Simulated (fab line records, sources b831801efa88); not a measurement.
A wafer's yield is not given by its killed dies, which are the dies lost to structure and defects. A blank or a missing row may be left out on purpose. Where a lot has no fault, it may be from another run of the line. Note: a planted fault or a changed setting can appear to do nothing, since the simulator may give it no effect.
8D (eight disciplines) problem report, filled in by code ; flow sky130 ; the parts of the form that need people (team, actions taken, sign-off) are left out

## 1. WHAT WENT WRONG
At SKY_SONOS_TUNNEL_EXPOSE_04, exposure_dose_mJ_cm2 averages 133.59 over 12 wafers from 4 lots, while fault-free wafers read 136.02, standard deviation 0.13. Relative to the usual mean, that is a shift of -19 standard deviations.
The step: exposes mask TUNM, target cd 410 nm.
Earliest sighting: wafer L844.3 on iline_stepper-01 at day 16 03:12. At this step, 39 wafers from 13 lots have a number in the record. The rule behind "out" and "out of limits": a value lying over 4 standard deviations away from the usual mean. The rest of the wafers with a number are treated as sound.

## 2. WHAT IT IS, WHAT IT ISN'T
question;is;is not
which readings at this step;exposure_dose_mJ_cm2;-
which lots;L844, L845, L846, L847;L832, L833, L834, L837, L839, L840, L841, L843, L852
which wafers of those lots;all that have a number;-
read on which tools;iline_stepper-01;iline_stepper-02
when;from day 16 03:12;"up to then (24 sound wafers); but 3 sound wafers of L852 came after"

## 3. SUSPECTS, AND WHAT RULES EACH OUT
Counting: any tool at a process step up to the reading is kept as a suspect provided that every lot that is out went through it and no sound lot did after the first of them.
- iline_stepper-01 at SKY_SONOS_TUNNEL_EXPOSE_04 (exposes mask TUNM, target cd 410 nm): kept. It processed each lot that is out, first L844 at day 16 03:12, and no sound lot thereafter; up to then, the last sound lot it processed was L841 at day 15 09:36. Its own exposure_dose_mJ_cm2 readings are out on those wafers.
Remaining after the count: iline_stepper-01 at SKY_SONOS_TUNNEL_EXPOSE_04.

## 4. THE CAUSE (what the simulator had put in)
Process parameters drifting: iline_stepper-01 at SKY_SONOS_TUNNEL_EXPOSE_04, beginning at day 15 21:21. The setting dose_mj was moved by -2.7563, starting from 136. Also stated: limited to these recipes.
This tool alone remained once counting was done.

## 5. THE CHAIN OF EFFECTS, in route order
Each row: a reading whose mean over the struck wafers that have a number lies more than 3 standard deviations from the usual. Scope: only readings with a usual standard deviation given in the record; hours: median across lots of the time from each lot's start at the first step in this table that gives one to its start at this step; sigmas: change in usual standard deviations.
hours;step;reading;usual;on struck wafers;change;sigmas
0;SKY_SONOS_TUNNEL_EXPOSE_04;exposure_dose_mJ_cm2;136.02;133.59;-2.43;-19
Here are the process steps it includes:
- SKY_SONOS_TUNNEL_EXPOSE_04: exposes mask TUNM, target cd 410 nm.
Later steps that measure or inspect, where all struck wafers having a row at the step show a number for every such reading and not one has moved that far: SKY_SONOS_ONO_THK_MEAS_05.

## 6. WHAT WOULD HAVE CAUGHT IT SOONER
In this record no reading fell out of limits until day 16 03:12, 6 hours after the fault had begun at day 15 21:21.
